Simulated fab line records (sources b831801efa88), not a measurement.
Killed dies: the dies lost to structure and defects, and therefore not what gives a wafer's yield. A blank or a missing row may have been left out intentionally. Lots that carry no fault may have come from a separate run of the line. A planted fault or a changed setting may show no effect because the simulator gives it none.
Comparing a struck lot with a sound one ; flow gf180mcu ; 16 steps out of a route of 602
Sound: wafers L302.3, L302.4, L302.5. Wafers L315.1, L315.3, L315.6 were the ones struck. The cause comes at the end.
For every step that has rows: the tool of each side, followed by ch and its chambers, followed by its first start. Under that, the readings that differ: sound wafers ; struck wafers ; difference of the means ; sigmas: that difference in standard deviations of wafers without a fault.
alike: same words and numbers on both sides, and readings whose means sit less than 2 such deviations apart. not compared: any withheld reading, any reading some wafer has no value for, any bound like >300 that may hide the same value, and any number with overlapping values for which the record gives no deviation.
A row with sigmas, a row that says differs or no value, or rows on one side alone: a step with any of these is where the two part. Numbers that have no deviation but don't overlap get no sigmas and don't part them. A reading that every wafer of one side lacks parts them only if that side has two wafers or more.

GF_V4_BOW_MEAS_05:
  sound: film-metro-02 at day 23 13:41; struck: film-metro-02 at day 28 04:18
  alike: V4_BOW
then, 8 steps without rows for these wafers: GF_V4_DEHYDRATE_06 (time 60 s); GF_V4_HMDS_07 (prime time 60 s); GF_V4_COAT_08; GF_V4_COAT_09 (resist thk 1000 nm); GF_V4_SOFTBAKE_10 (time 60 s); GF_V4_EXPOSE_11 (exposes mask Via4, target cd 260 nm); GF_V4_PEB_12 (peb time 90 s); GF_V4_DEVELOP_13 (develop time 60 s).
GF_V4_CD_MEAS_14 targets a cd of 260 nm.
  sound: cd-sem-01 at day 24 11:22; struck: cd-sem-02 at day 28 23:45
  alike: cd-nm
GF_V4_OVL_MEAS_15:
  sound: overlay-02 at day 24 11:28; struck: overlay-01 at day 28 23:52
  alike: V4_OVL
GF_V4_ETCH_16: etches BARC in N2/H2.
  sound on rie-diel-03 ch 1,2,3, day 24 11:29; struck on rie-diel-04 ch 0,3, day 28 23:54
  alike: bias-w, chamber-pressure-mTorr, drypump-motor-current-A, oes-product-au, throttle-valve-pct
GF_V4_ETCH_17: etches SiO2 in C4F8/O2/Ar, stops on TiN, target depth 630 nm.
  sound on rie-diel-03 ch 1,2,3, day 24 11:00; struck on rie-diel-04 ch 0,3, day 28 23:00
  no value came back on the struck wafers for bias-w (W), chamber-pressure-mTorr (mTorr), oes-product-au (a.u.); on the sound wafers bias-w (W) reads 1207 1197 1199
GF_V4_STRIP_18: strips in O2/N2.
  sound on plasma-asher-04 ch 0,1, day 24 11:39; struck on plasma-asher-04 ch 0,1, day 29 00:02
reading;sound;struck;difference;sigmas
oes-product-au (a.u.);0.593 0.582 0.583;0.667 0.674 0.669;+0.084;+18
  alike: drypump-motor-current-A, heater-power-w
  not compared: rf-hours-counter-h
then, 1 step without rows for these wafers: GF_V4_STRIP_19 (strips in post etch residue remover, time 1200 s).
-- the record jumps here: 4 days lie between the struck wafers' starts before and after (it left off in module V4 and takes up again in module PASSIVATION, whose first step shown is number 602 of the route) --
GF_PASSIVATION_PROBE_99:
  rows exist in the record for the struck wafers here (prober-01, day 33 01:10), but not for the sound ones

## WHERE THEY PART
First at GF_V4_ETCH_17; last, within this record, at GF_PASSIVATION_PROBE_99.

WHY: the cause the simulator had injected
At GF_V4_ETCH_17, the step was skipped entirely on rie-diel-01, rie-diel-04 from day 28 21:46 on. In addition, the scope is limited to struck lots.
